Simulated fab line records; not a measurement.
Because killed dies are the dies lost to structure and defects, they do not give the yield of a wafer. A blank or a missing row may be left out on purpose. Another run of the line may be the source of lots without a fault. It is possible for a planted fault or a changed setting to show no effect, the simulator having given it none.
The same fault as seen by 2 desks -- flow sky130 -- numbers are kept per desk, each desk with only its own; the story behind them comes last

## FOR THE TOOL OWNER'S DESK: pvdSputter-02
The tool's own readings at SKY_METAL2_SPUTTER_02 (material AlCu, target thk 250 nm, time 13.3 s): means of the sampled wafers that have a number, for each lot that ran on this tool. Any lot whose mean is over 4 standard deviations away from the usual mean is out of limits and marked OUT; that distance is given in the brackets.
Columns: A = cathodeDcPowerW at SKY_METAL2_SPUTTER_02, usual 10600 W; B = throttleValvePct at SKY_METAL2_SPUTTER_02, usual 30.6 %
lot,first seen here,A,B
L416,day 34 01:55,10603,31.3
L418,day 35 01:32,10600,30.2
L423,day 36 14:16,10598,31.6
L425,day 37 06:21,10600,31.5
This desk found nothing out of limits on any of the 4 lots.

## AT THE METROLOGY DESK
Lot by lot, what the gauges showed, no matter which tool ran the lot: averages of those sampled wafers that carry a number. Any lot whose mean is over 4 standard deviations away from the usual mean is out of limits and marked OUT; that distance is given in the brackets.
Columns: A = VIA1_W_THK at SKY_VIA1_THK_MEAS_23, usual 262 nm; B = METAL2_ALCU_RS at SKY_METAL2_RS_MEAS_05, usual 0.1268 ohm/sq; C = METAL2_ALCU_THK at SKY_METAL2_THK_MEAS_06, usual 251 nm; D = cdNm at SKY_METAL2_CD_MEAS_15, usual 140.2 nm
lot,first seen here,A,B,C,D
L416,day 34 01:31,262,0.1289,246,141.4
L418,day 35 01:08,264,0.1287,250,138.8
L423,day 36 13:52,263,0.1282,248,139.5
L425,day 37 05:56,267,0.1229,257,137.9
L429,day 38 16:56,259,0.1261,252,139.9
L432,day 39 23:59,258,0.1247,256,139.3
L433,day 40 01:35,267,0.1224,261,140.0
L434,day 40 06:55,264,0.1248,253,141.2
L435,day 40 09:12,268,0.1246,255,139.4
L438,day 40 22:37,255,0.1269,250,142.4
L437,day 41 01:00,258,0.1244,257,139.5
This desk found nothing out of limits on any of the 11 lots.

## PUT TOGETHER
The desk of the tool owner found nothing out of limits.
Nothing out of limits was seen by the metrology desk.

## WHAT THE SIMULATOR HAD PUT IN
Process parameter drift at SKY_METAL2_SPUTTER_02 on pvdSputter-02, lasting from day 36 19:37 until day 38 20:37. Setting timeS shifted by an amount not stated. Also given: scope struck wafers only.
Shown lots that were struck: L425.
